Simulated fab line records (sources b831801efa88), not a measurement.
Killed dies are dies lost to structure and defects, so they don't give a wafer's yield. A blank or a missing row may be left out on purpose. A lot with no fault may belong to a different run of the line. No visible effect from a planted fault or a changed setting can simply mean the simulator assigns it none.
A single fault, viewed from 2 desks -- flow sky130 -- what lay behind the numbers comes last; until then each desk has only its own

## AT THE TOOL OWNER'S DESK: pvd-sputter-04
The tool's own readings at SKY_METAL2_SPUTTER_02 (material AlCu, target thk 250 nm, time 13.3 s): means of the sampled wafers that have a number, for each lot that ran on this tool. Marked OUT: a lot whose mean sits more than 4 standard deviations from the usual mean, which makes it out of limits; the brackets give that distance.
Columns: A = throttle-valve-pct at SKY_METAL2_SPUTTER_02, usual 30.5 %
lot,first seen here,A
L646,day 36 03:16,30.9
L647,day 36 06:14,31.0
L661,day 40 07:38,30.4
Result from this desk: across the 3 lots, nothing is out of limits.

## METROLOGY DESK
What the gauges read for every lot (on any tool): the sampled wafers with a number, averaged. Marked OUT: a lot whose mean sits more than 4 standard deviations from the usual mean, which makes it out of limits; the brackets give that distance.
Columns: A = VIA1_W_RS at SKY_VIA1_RS_MEAS_22, usual 0.427 ohm/sq; B = VIA1_W_THK at SKY_VIA1_THK_MEAS_23, usual 268 nm; C = METAL2_ALCU_RS at SKY_METAL2_RS_MEAS_05, usual 0.1257 ohm/sq; D = METAL2_ALCU_THK at SKY_METAL2_THK_MEAS_06, usual 252 nm; E = cd-nm at SKY_METAL2_CD_MEAS_15, usual 140.1 nm; F = METAL2_OVL at SKY_METAL2_OVL_MEAS_16, usual -4 nm
lot,first seen here,A,B,C,D,E,F
L644,day 35 14:57,0.432,264,0.1230,258,144.5,-6
L646,day 36 02:45,0.431,268,0.1692 (+26) OUT,209 (-12) OUT,137.6,-7
L647,day 36 05:44,0.429,266,0.2202 (+56) OUT,163 (-26) OUT,139.0,-5
L655,day 38 17:31,0.428,269,0.1254,253,140.8,-4
L661,day 40 07:08,0.426,269,0.1247,255,139.9,-11
L664,day 40 16:20,0.421,271,0.1264,251,139.3,-2
This desk finds L646, L647 out of limits, with the earliest case on L646 at day 36 03:22 (METAL2_ALCU_RS at SKY_METAL2_RS_MEAS_05). L644, L655, L661, L664 stayed within limits.

## PUT TOGETHER
Metrology desk: alarm possible at day 36 03:22 on L646, L647.
The desk of the tool owner found nothing out of limits.
The tool owner's desk has L646, L647 on record, within its limits.
Every lot named ran SKY_METAL2_SPUTTER_02 on pvd-sputter-04.

## WHAT WAS PUT IN BY THE SIMULATOR
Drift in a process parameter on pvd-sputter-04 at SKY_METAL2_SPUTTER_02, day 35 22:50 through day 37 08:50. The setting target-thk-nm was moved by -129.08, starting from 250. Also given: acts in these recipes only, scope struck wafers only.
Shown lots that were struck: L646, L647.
Delay in hours, fault start to first out-of-limits reading, per desk: metrology desk 5.
